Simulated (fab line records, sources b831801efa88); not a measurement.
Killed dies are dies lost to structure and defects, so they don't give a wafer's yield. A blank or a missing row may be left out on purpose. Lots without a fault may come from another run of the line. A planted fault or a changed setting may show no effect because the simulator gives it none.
fab line records | flow sky130
record lots=5 wafers=15 last_day=50
route steps=708 shown VT_ADJUST_HVTP@89 VT_ADJUST_LVTN@97 PAD_OPEN@708
lots that met no fault: from a run of the same line without faults
start_h: hours from the record's first day to the start of the lot's first wafer shown | wait_h: hours since the lot's step before | " the same as in the row above | L1.1+2: a row that stands for several wafers | - no value, or no start given | * or withheld: withheld | < > ~ a bound
route shown NAME@n: a module of which the file shows steps, and the number in the route of the first | usual: mean/standard deviation of fault-free wafers | same: alike in all rows | chamber/n: place in a boat | sites: the reading at each site | _std_site: their standard deviation | _edge_site: outer sites' mean less inner sites' | radius_mm: how far each site lies from the wafer's centre | mask NAME#n: copy n | behind: the tool/chamber that last shaped the wafer | hold: why the lot was held/for how many hours/how that ended | device: the transistor (n, p or np) that didn't switch | end of line: the same wafers' tests at the end of the route | a step without rows: its recipe alone | killed: dies lost to structure and defects at the first sort, not the wafer's yield | map: a wafer's dies, x killed, . not, _ none there
set.NAME: the setting as run; set.NAME@STEP: as run at that earlier step | model.NAME: the simulator's own value behind a step, which no gauge read
lots at some steps of the route; a table a step, a row a wafer
services: from which hour (start_h, from the record's first day; less than 0 if before it) a tool's chamber was out of use, for how many hours, and why
## steps
# step SKY_VT_ADJUST_HVTP_EXPOSE_04
# recipe mask_id=HVTPM na=0.6 source_shape=conventional sigma_outer=0.6 polarization=unpolarized target_cd_nm=380 dose_mj=140
# step SKY_VT_ADJUST_HVTP_PEB_05
# recipe temp_c=withheld time_s=* resist=NOVOLAK
# step SKY_VT_ADJUST_HVTP_DEVELOP_06
# recipe resist=NOVOLAK developer=TMAH develop_time_s=60 dev_temp_c=23
# step SKY_VT_ADJUST_HVTP_CD_MEAS_07
# recipe target_cd_nm=380
# usual cd_nm=379.5/2.7
# columns lot.wafer tool chamber start_h wait_h cd_nm
L321.1 cd_sem-01 - 140.33 0.1 380.9
L321.3 " - " " 379.6
L321.5 " - " " 381.3
L330.3 cd_sem-02 - 209.58 0.1 385.2
L330.4 " - " " 384.3
L330.6 " - " " 382.0
L333.2 cd_sem-02 - 218.41 0.1 379.2
L333.3 " - " " 379.5
L333.6 " - " " 380.2
L337.2 cd_sem-01 - 246.21 0.1 379.1
L337.3 " - " " 382.0
L337.6 " - " " 382.1
L338.1 cd_sem-02 - 249.11 0.2 380.4
L338.2 " - " " 377.4
L338.4 " - " " 376.9
# step SKY_VT_ADJUST_HVTP_OVL_MEAS_08
# usual VT_ADJUST_HVTP_OVL=0.7/1.6
# columns lot.wafer tool chamber start_h wait_h VT_ADJUST_HVTP_OVL[nm]
L321.1 overlay-02 - 140.45 0.1 2.5
L321.3 " - " " 0.5
L321.5 " - " " 2.0
L330.3 overlay-01 - 209.67 0.1 4.2
L330.4 " - " " 2.8
L330.6 " - " " 4.8
L333.2 overlay-02 - 218.52 0.1 2.8
L333.3 " - " " 4.3
L333.6 " - " " 2.6
L337.2 overlay-02 - 246.32 0.1 1.5
L337.3 " - " " 2.4
L337.6 " - " " 0.8
L338.1 overlay-01 - 249.23 0.1 2.6
L338.2 " - " " 2.5
L338.4 " - " " 1.1
# step SKY_VT_ADJUST_HVTP_IMPLANT_09
# recipe species=As energy_kev=150 dose_cm2=4.3e+12 tilt_deg=withheld
# step SKY_VT_ADJUST_HVTP_STRIP_10
# recipe chemistry=O2/N2 power_w=1400 pressure_mtorr=1500 platen_temp_c=withheld o2_flow_sccm=3000 n2_flow_sccm=300 overash_fraction=0.5
# usual drypump_motor_current_A=6.0/0.36 oes_product_au=0.716/0.0046 strip_time_to_endpoint_s=14.19/0.036
# columns lot.wafer tool chamber start_h wait_h drypump_motor_current_A oes_product_au rf_hours_counter_h strip_time_to_endpoint_s
L321.1 plasma_asher-03 0 140.63 0.1 6.3 0.714 45 14.16
L321.3 " 1 " " 5.9 0.707 - 14.18
L321.5 " 0 " " 6.3 0.711 - 14.21
L330.3 plasma_asher-03 1 209.88 0.1 5.9 0.713 - 14.21
L330.4 " 0 " " 6.3 0.710 - 14.25
L330.6 " 1 " " 5.9 0.713 - 14.25
L333.2 plasma_asher-03 1 218.70 0.1 5.9 0.719 53 14.15
L333.3 " 0 " " 6.3 0.717 - 14.11
L333.6 " 0 " " 6.3 0.713 - 14.13
L337.2 plasma_asher-04 1 246.50 0.1 5.5 0.707 54 14.17
L337.3 " 1 " " 5.5 0.719 - 14.18
L337.6 " 1 " " 5.6 0.718 - 14.17
L338.1 plasma_asher-03 1 249.42 0.1 5.9 0.716 56 14.15
L338.2 " 0 " " 6.3 0.715 56 14.18
L338.4 " 0 " " 6.3 0.720 - 14.18
# step SKY_VT_ADJUST_HVTP_TW_MEAS_11
# usual VT_ADJUST_HVTP_TW=1357/12
# columns lot.wafer tool chamber start_h wait_h VT_ADJUST_HVTP_TW
L321.1 film_metro-01 - 140.73 0.1 1357
L321.3 " - " " 1362
L321.5 " - " " 1358
L330.3 film_metro-03 - 209.97 0.1 1360
L330.4 " - " " 1363
L330.6 " - " " 1355
L333.2 film_metro-02 - 218.81 0.1 1374
L333.3 " - " " 1370
L333.6 " - " " 1362
L337.2 film_metro-01 - 246.61 0.1 1344
L337.3 " - " " 1354
L337.6 " - " " 1359
L338.1 film_metro-02 - 249.52 0.1 1377
L338.2 " - " " 1372
L338.4 " - " " 1376
# step SKY_VT_ADJUST_LVTN_DEHYDRATE_00
# recipe temp_c=200 time_s=60
# step SKY_VT_ADJUST_LVTN_HMDS_01
# recipe prime_time_s=60 prime_temp_c=120
# step SKY_VT_ADJUST_LVTN_COAT_02
# recipe spin_rpm=2000 resist_thk_nm=3000
# step SKY_VT_ADJUST_LVTN_SOFTBAKE_03
# recipe temp_c=110 time_s=withheld
# step SKY_VT_ADJUST_LVTN_EXPOSE_04
# recipe mask_id=NWM_COMPLEMENT_LESS_NATIVE na=0.6 source_shape=conventional sigma_outer=0.6 polarization=unpolarized target_cd_nm=840 dose_mj=194
# same na=0.6
# columns lot.wafer tool chamber start_h wait_h mask
L321.1+3+5 iline_stepper-02 0 151.09 - HVTPM#0
L330.3+4+6 iline_stepper-02 0 220.53 - NWM_COMPLEMENT_LESS_NATIVE#0
L333.2+3+6 iline_stepper-01 0 230.35 - NWM_COMPLEMENT_LESS_NATIVE#0
L337.2+3+6 iline_stepper-02 0 258.80 - NWM_COMPLEMENT_LESS_NATIVE#0
L338.1+2+4 iline_stepper-01 0 262.17 - NWM_COMPLEMENT_LESS_NATIVE#0
# step SKY_VT_ADJUST_LVTN_PEB_05
# recipe temp_c=115 time_s=withheld
# step SKY_VT_ADJUST_LVTN_DEVELOP_06
# recipe wall_angle_deg=90 developer=TMAH develop_time_s=60 dev_temp_c=23
# step SKY_VT_ADJUST_LVTN_OVL_MEAS_07
# usual VT_ADJUST_LVTN_OVL=-0.5/1.2
# columns lot.wafer tool chamber start_h wait_h VT_ADJUST_LVTN_OVL[nm]
L321.1 overlay-02 - 160.33 - -
L321.3 " - " " -
L321.5 " - " " -
L330.3 overlay-02 - 231.85 - -0.8
L330.4 " - " " 1.0
L330.6 " - " " 0.5
L333.2 overlay-01 - 242.10 - -1.6
L333.3 " - " " -0.8
L333.6 " - " " 0.1
L337.2 overlay-01 - 270.68 - -0.3
L337.3 " - " " -0.8
L337.6 " - " " -2.1
L338.1 overlay-02 - 274.59 - 0.4
L338.2 " - " " -0.4
L338.4 " - " " -0.7
# step SKY_VT_ADJUST_LVTN_IMPLANT_08
# recipe species=B energy_kev=30.19 dose_cm2=1.57e+12 tilt_deg=withheld
# step SKY_VT_ADJUST_LVTN_STRIP_09
# recipe chemistry=O2/N2 power_w=1400 pressure_mtorr=1500 platen_temp_c=withheld o2_flow_sccm=3000 n2_flow_sccm=300 overash_fraction=0.5
# usual drypump_motor_current_A=5.6/0.47 oes_product_au=0.722/0.0048 strip_time_to_endpoint_s=36.92/0.11
# columns lot.wafer tool chamber start_h wait_h drypump_motor_current_A oes_product_au rf_hours_counter_h strip_time_to_endpoint_s
L321.1 plasma_asher-02 0 160.51 0.1 5.2 0.725 36 37.03
L321.3 " 0 " " 5.1 0.728 - 36.93
L321.5 " 0 " " 5.2 0.729 - 36.87
L330.3 plasma_asher-01 1 232.06 0.1 6.2 0.715 - 36.99
L330.4 " 0 " " 5.4 0.727 - 36.93
L330.6 " 1 " " 6.2 0.716 - 36.88
L333.2 plasma_asher-03 1 242.28 0.1 5.9 0.723 55 36.80
L333.3 " 1 " " 5.9 0.716 - 36.82
L333.6 " 1 " " 5.9 0.721 - 36.81
L337.2 plasma_asher-01 0 270.86 0.1 5.4 0.725 14 36.75
L337.3 " 1 " " 6.2 0.729 - 36.83
L337.6 " 0 " " 5.4 0.726 - 36.75
L338.1 plasma_asher-03 0 274.78 0.1 6.3 0.716 58 37.09
L338.2 " 1 " " 5.9 0.727 58 37.09
L338.4 " 0 " " 6.3 0.723 - 37.04
# step SKY_VT_ADJUST_LVTN_TW_MEAS_10
# usual VT_ADJUST_LVTN_TW=241.6/1.5
# columns lot.wafer tool chamber start_h wait_h VT_ADJUST_LVTN_TW
L321.1 film_metro-01 - 160.61 0.1 30.0
L321.3 " - " " 30.3
L321.5 " - " " 30.3
L330.3 film_metro-04 - 232.15 0.1 241.2
L330.4 " - " " 241.4
L330.6 " - " " 241.8
L333.2 film_metro-04 - 242.39 0.1 241.5
L333.3 " - " " 242.2
L333.6 " - " " 243.9
L337.2 film_metro-01 - 270.97 0.1 240.7
L337.3 " - " " 241.1
L337.6 " - " " 241.3
L338.1 film_metro-04 - 274.88 0.1 243.5
L338.2 " - " " 244.0
L338.4 " - " " 244.7
# step SKY_VT_ADJUST_LVTN_DEHYDRATE_11
# recipe temp_c=200 time_s=60
# step SKY_PAD_OPEN_PROBE_99
# usual killed_at_M0_to_M3=43/7.7 killed_at_M4_up=3.4/1.9 killed_at_contacts=25/5.6 killed_at_front_end=14/4.3 killed_at_other=0.2/0.5 killed_dies=86/10 killed_on_rim=17/4.1 killed_open=47/7.2 killed_short=39/6.7
# same gross_dies=492 killed_at_back_side=0
# columns lot.wafer tool chamber start_h wait_h killed_at_M0_to_M3 killed_at_M4_up killed_at_contacts killed_at_front_end killed_at_other killed_dies killed_on_rim killed_open killed_short model.etest.tip_p.rs_ohm_sq model.etest.pfet_01v8.r_on_ohm_um model.etest.nfet_01v8_lvt.drive_ua_um model.etest.nfet_01v8_turned.drive_ua_um model.etest.nfet_01v8_swapped.drive_ua_um model.etest.nfet_01v8.drive_ua_um model.etest.pfet_01v8.drive_ua_um model.etest.pfet_01v8_mvt.drive_ua_um
L321.1 prober-01 - 1098.14 0.1 46 4 35 407 0 492 96 56 50 6326 2679 619.4 534.1 528.1 531 224.9 183.8
L321.3 prober-01 - 1098.24 0.2 37 2 28 425 0 492 96 38 46 6299 2727 606.7 521.5 516.6 517.2 219.5 180.5
L321.5 prober-01 - 1098.34 0.2 44 1 25 422 0 492 96 45 44 6317 2714 623 526.3 526.1 526.4 219.5 180.3
L330.3 prober-02 - 1154.49 0.2 30 3 24 19 0 76 14 41 35 7014 2892 578.2 497.9 499.8 502.8 191.2 149.2
L330.4 prober-02 - 1154.54 0.2 41 0 18 14 0 73 6 38 35 7007 2933 570.5 499.3 506.4 501.9 186.8 146.9
L330.6 prober-02 - 1154.64 0.2 52 3 28 12 0 95 19 50 45 7012 2908 575.1 499.9 505.1 500.3 189.9 148.3
L333.2 prober-02 - 1174.95 0.1 59 6 24 15 0 104 26 49 55 6805 2843 582 512.2 510.2 506.2 197.2 154.6
L333.3 prober-02 - 1175.00 0.2 50 2 22 20 0 94 18 54 40 6822 2930 565.1 498.2 492.9 494.5 190.6 152
L333.6 prober-02 - 1175.15 0.2 49 0 28 11 1 89 16 50 39 6822 2889 583.6 508.3 511.2 512.3 193 155.3
L337.2 prober-01 - 1186.31 0.1 43 10 23 9 1 86 15 51 35 6831 2884 572 496.1 505.7 503.1 193.2 152.4
L337.3 prober-01 - 1186.36 0.2 51 7 21 15 0 94 17 45 49 6780 2805 590.6 516.8 520.1 517.8 197.9 155.6
L337.6 prober-01 - 1186.51 0.2 48 3 23 19 0 93 18 59 34 6777 2843 577.8 508.8 503.9 509.1 196.5 154.1
L338.1 prober-02 - 1189.35 0.1 50 5 28 12 0 95 20 47 48 6913 2961 557.5 488.9 491.8 492.4 187.5 150.3
L338.2 prober-02 - 1189.40 0.1 45 2 29 11 0 87 15 46 41 6897 2928 586.1 517.2 514.6 518.5 190.7 150.2
L338.4 prober-02 - 1189.50 0.2 48 5 26 8 1 88 15 46 42 6848 2900 576 503.4 505.9 504.6 193 152.1
# killed by level:class
L321.1 VT_ADJUST_LVTN:area_expose=386 LI_CONTACT:geometric_particle:open=13 CONTACT:geometric_particle:open=9 VIA1:geometric_particle:open=8 METAL2:geometric_particle:short=8 FIELD_ISO:geometric_particle:short=7 VIA2:geometric_particle:open=7 POLY_GATE:geometric_particle:short=6
L321.3 VT_ADJUST_LVTN:area_expose=408 CONTACT:geometric_particle:open=9 LI_CONTACT:geometric_particle:open=8 VIA3:geometric_particle:short=8 METAL1:geometric_particle:short=6 VIA2:geometric_particle:open=6 POLY_GATE:geometric_particle:short=5 LOCAL_INTERCONNECT:geometric_particle:short=5
L321.5 VT_ADJUST_LVTN:area_expose=403 VIA1:geometric_particle:open=10 FIELD_ISO:geometric_particle:short=8 LI_CONTACT:geometric_particle:open=7 LOCAL_INTERCONNECT:geometric_particle:short=7 CONTACT:geometric_particle:open=7 VIA1:geometric_particle:short=6 VIA3:geometric_particle:open=6
L330.3 CONTACT:geometric_particle:open=9 CONTACT:geometric_particle:short=7 LI_CONTACT:geometric_particle:open=6 POLY_GATE:geometric_particle:short=5 VIA1:geometric_particle:open=5 POLY_GATE:geometric_particle:open=4 VIA2:geometric_particle:open=4 METAL3:geometric_particle:short=4
L330.4 CONTACT:geometric_particle:open=10 VIA1:geometric_particle:open=10 METAL2:geometric_particle:short=7 VIA1:geometric_particle:short=6 FIELD_ISO:geometric_particle:short=5 VIA3:geometric_particle:open=5 METAL1:geometric_particle:short=4 FIELD_ISO:geometric_particle:open=3
L330.6 VIA1:geometric_particle:short=11 VIA1:geometric_particle:open=10 LI_CONTACT:geometric_particle:open=10 CONTACT:geometric_particle:short=7 CONTACT:geometric_particle:open=6 VIA3:geometric_particle:open=6 VIA2:geometric_particle:open=6 VIA3:geometric_particle:short=4
L333.2 VIA1:geometric_particle:open=14 METAL2:geometric_particle:short=11 CONTACT:geometric_particle:open=7 METAL1:geometric_particle:short=7 CONTACT:geometric_particle:short=6 FIELD_ISO:geometric_particle:open=5 METAL4:geometric_particle:short=5 LI_CONTACT:geometric_particle:open=5
L333.3 VIA1:geometric_particle:open=15 CONTACT:geometric_particle:open=8 METAL2:geometric_particle:short=8 VIA1:geometric_particle:short=7 VIA2:geometric_particle:open=7 FIELD_ISO:geometric_particle:open=6 POLY_GATE:geometric_particle:short=6 VIA3:geometric_particle:open=6
L333.6 CONTACT:geometric_particle:open=16 VIA1:geometric_particle:open=9 VIA3:geometric_particle:open=7 CONTACT:geometric_particle:short=6 VIA2:geometric_particle:short=5 VIA2:geometric_particle:open=5 METAL3:geometric_particle:short=5 METAL2:geometric_particle:short=5
L337.2 CONTACT:geometric_particle:open=11 VIA1:geometric_particle:open=11 METAL4:geometric_particle:short=8 VIA2:geometric_particle:open=6 VIA3:geometric_particle:open=6 METAL1:geometric_particle:short=5 METAL2:geometric_particle:short=5 LI_CONTACT:geometric_particle:open=4
L337.3 METAL2:geometric_particle:short=10 LI_CONTACT:geometric_particle:open=8 VIA3:geometric_particle:open=8 CONTACT:geometric_particle:open=7 VIA1:geometric_particle:short=7 VIA1:geometric_particle:open=6 FIELD_ISO:geometric_particle:short=5 VIA2:geometric_particle:short=5
L337.6 VIA1:geometric_particle:open=13 VIA2:geometric_particle:open=9 CONTACT:geometric_particle:open=8 FIELD_ISO:geometric_particle:open=6 LI_CONTACT:geometric_particle:open=6 CONTACT:geometric_particle:short=6 VIA1:geometric_particle:short=6 VIA3:geometric_particle:open=5
L338.1 VIA1:geometric_particle:open=12 CONTACT:geometric_particle:open=12 CONTACT:geometric_particle:short=9 VIA1:geometric_particle:short=8 VIA2:geometric_particle:short=8 METAL2:geometric_particle:short=6 FIELD_ISO:geometric_particle:open=5 VIA2:geometric_particle:open=4
L338.2 VIA1:geometric_particle:open=11 CONTACT:geometric_particle:open=10 LI_CONTACT:geometric_particle:open=8 VIA2:geometric_particle:open=7 METAL2:geometric_particle:short=6 VIA2:geometric_particle:short=6 LOCAL_INTERCONNECT:geometric_particle:short=5 METAL1:geometric_particle:short=5
L338.4 VIA1:geometric_particle:open=10 CONTACT:geometric_particle:open=9 CONTACT:geometric_particle:short=8 VIA2:geometric_particle:open=8 VIA3:geometric_particle:open=7 VIA1:geometric_particle:short=5 VIA2:geometric_particle:short=4 FIELD_ISO:geometric_particle:open=3
# map L321.1 (x killed, . not)
__________xxxxxxxxxx_________
________xxxxxxxxxxxxxx_______
______xxxxxxxxxxxxxxxxxx_____
_____xxxxxxxxxxxxxxxxxxxx____
____xxxxxxxxxxxxxxxxxxxxxx___
___xxxxxxxxxxxxxxxxxxxxxxxx__
__xxxxxxxxxxxxxxxxxxxxxxxxxx_
_xxxxxxxxxxxxxxxxxxxxxxxxxxxx
_xxxxxxxxxxxxxxxxxxxxxxxxxxxx
_xxxxxxxxxxxxxxxxxxxxxxxxxxxx
_xxxxxxxxxxxxxxxxxxxxxxxxxxxx
_xxxxxxxxxxxxxxxxxxxxxxxxxxxx
_xxxxxxxxxxxxxxxxxxxxxxxxxxxx
_xxxxxxxxxxxxxxxxxxxxxxxxxxxx
_xxxxxxxxxxxxxxxxxxxxxxxxxxxx
__xxxxxxxxxxxxxxxxxxxxxxxxxx_
___xxxxxxxxxxxxxxxxxxxxxxxx__
____xxxxxxxxxxxxxxxxxxxxxx___
_____xxxxxxxxxxxxxxxxxxxx____
______xxxxxxxxxxxxxxxxxx_____
________xxxxxxxxxxxxxx_______
__________xxxxxxxxxx_________
# map L337.3 (x killed, . not)
__________.......x.._________
________.x.xx.....xx.._______
______.......x....xx...._____
_____....x..x..x...x.....____
____.................x...x___
___x..x.x.xx..xx.........xx__
__.......xx.......x........._
_..........x................x
_.....xx..x...x.x.......x....
_.x..x.xxx.....x..x..x.x..x..
_...xxxx.x..x..x.....x.x..x.x
_..x....x............x.......
_.............x......x.......
_..x............x............
_.x...............x..........
__.........x..x......x....x._
___.x....x..x.x............__
____....x..x....x...x..x..___
_____x...x...xx....x..x..____
______x.x..x...x..x....._____
________....x...xx..x._______
__________..x......._________
## services
# columns tool chamber start_h hours kind
plasma_asher-01 0 117.75 - clean
plasma_asher-01 1 117.75 - clean
iline_stepper-01 - 144.70 9.5 repair
iline_stepper-02 - 154.16 1.7 pm
plasma_asher-04 - 159.48 1.5 repair
iline_stepper-01 - 164.36 1.7 pm
iline_stepper-02 - 188.20 2.1 pm
iline_stepper-02 - 190.29 - consumable_replace:lamp
plasma_asher-01 - 201.45 14.6 pm
plasma_asher-02 - 238.85 1.7 repair
## key
first_sign step=SKY_VT_ADJUST_LVTN_EXPOSE_04 reading=mask direction=changed
effect step=SKY_VT_ADJUST_LVTN_OVL_MEAS_07 reading=VT_ADJUST_LVTN_OVL direction=missing
effect step=SKY_VT_ADJUST_LVTN_TW_MEAS_10 reading=VT_ADJUST_LVTN_TW direction=down sigmas=99+ usual=241.6 struck=30.2
effect step=SKY_PAD_OPEN_PROBE_99 reading=killed_at_front_end direction=up sigmas=93 usual=14 struck=418
model_effect step=SKY_PAD_OPEN_PROBE_99 value=etest.tip_p.rs_ohm_sq without=6800 struck=6314
more_kills_born_at SKY_VT_ADJUST_LVTN_EXPOSE_04@iline_stepper-02=1197
met_at SKY_VT_ADJUST_LVTN_EXPOSE_04
struck_wafers L321.1,L321.3,L321.5
tester_left_out L321
fault kind=wrong_mask tool=any chamber=- onset_h=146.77 steps=SKY_VT_ADJUST_LVTN_EXPOSE_04 aux_copy=HVTPM#0 scope=struck_lots_only
# tester_left_out: of these lots the tester's yield and bins aren't shown, on N5 and GAA mostly nor the transistor test; their killed dies are dies lost to structure and defects alone, not to doping, threshold or leakage, so they don't give the yield
